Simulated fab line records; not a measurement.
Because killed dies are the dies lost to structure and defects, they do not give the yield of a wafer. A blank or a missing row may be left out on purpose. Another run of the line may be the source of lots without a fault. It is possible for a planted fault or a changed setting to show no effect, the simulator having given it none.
Code-filled problem report in 8D (eight disciplines) form | flow sky130 | the parts of the form that need people (team, actions taken, sign-off) are left out

1. WHAT WENT WRONG
Mean of heater-power-total-W at SKY_SONOS_ONO_SOFTBAKE_09: 59.10 W across 6 wafers in 2 lots; on wafers with no fault it is 56.60 W (standard deviation 0.043). That puts it +58 standard deviations away from the usual mean.
The step: time 60 s.
First observed at day 15 20:40: wafer L342.1, on litho-track-02. At this step, 33 wafers from 11 lots have a number in the record. Rule for "out", or "out of limits": more than 4 standard deviations from the usual mean. Any other wafer with a number is counted as sound.

2. WHAT IT IS, AND WHAT IT ISN'T
question                    | is                                 | is not
which readings at this step | heater-power-total-W, plate-temp-C | -
which lots                  | L342, L343                         | L331, L334, L345, L347, L348, L349, L350, L352, L353
which wafers of those lots  | all that have a number             | -
read on which tools         | litho-track-02                     | litho-track-03, litho-track-04
when                        | from day 15 20:40                  | up to then (6 sound wafers); but 21 sound wafers of L345, L347, L348, L349, L350, L352, L353 came after

3. WHAT RULES OUT EACH SUSPECT
Counting: a tool stays on the suspect list if, at a process step up to the reading, it processed all lots that are out and no sound lot following the first of them.
- litho-track-02 at SKY_SONOS_ONO_SOFTBAKE_09 (time 60 s): ruled out as a lasting fault. Sound lots L348, L349, L353 ran on it after its first lot that is out, L342 (day 15 20:40).
Left after counting: nothing in the record.

4. THE CAUSE (what the simulator had put in)
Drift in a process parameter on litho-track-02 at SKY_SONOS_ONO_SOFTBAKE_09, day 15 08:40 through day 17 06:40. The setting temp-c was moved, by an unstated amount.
Counting ruled it out, wrongly.

5. SEQUENCE OF EFFECTS, ordered by route
Each row: a reading where the mean over the struck wafers with a number is more than 3 standard deviations away from the usual. Readings are gone through only where the record gives a usual standard deviation; hours: the median, over the lots, of the time from a lot's start at the first step in this table giving one to that lot's start at this step; sigmas: the change measured in usual standard deviations.
hours | step                      | reading                  | usual   | on struck wafers | change | sigmas
0     | SKY_SONOS_ONO_SOFTBAKE_09 | heater-power-total-W     | 56.60 W | 59.10            | +2.50  | +58
0     | SKY_SONOS_ONO_SOFTBAKE_09 | plate-temp-C             | 89.99 C | 92.92            | +2.94  | +23
15    | SKY_SONOS_ONO_STRIP_17    | strip-time-to-endpoint-s | 14.08 s | 13.97            | -0.11  | -3.5
It contains these process steps:
- SKY_SONOS_ONO_SOFTBAKE_09: time 60 s.
- SKY_SONOS_ONO_STRIP_17: strips in O2/N2.

6. WHAT WOULD HAVE CAUGHT IT SOONER
First out-of-limits reading in this record: day 15 20:40, which is 12 hours after fault onset at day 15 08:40.
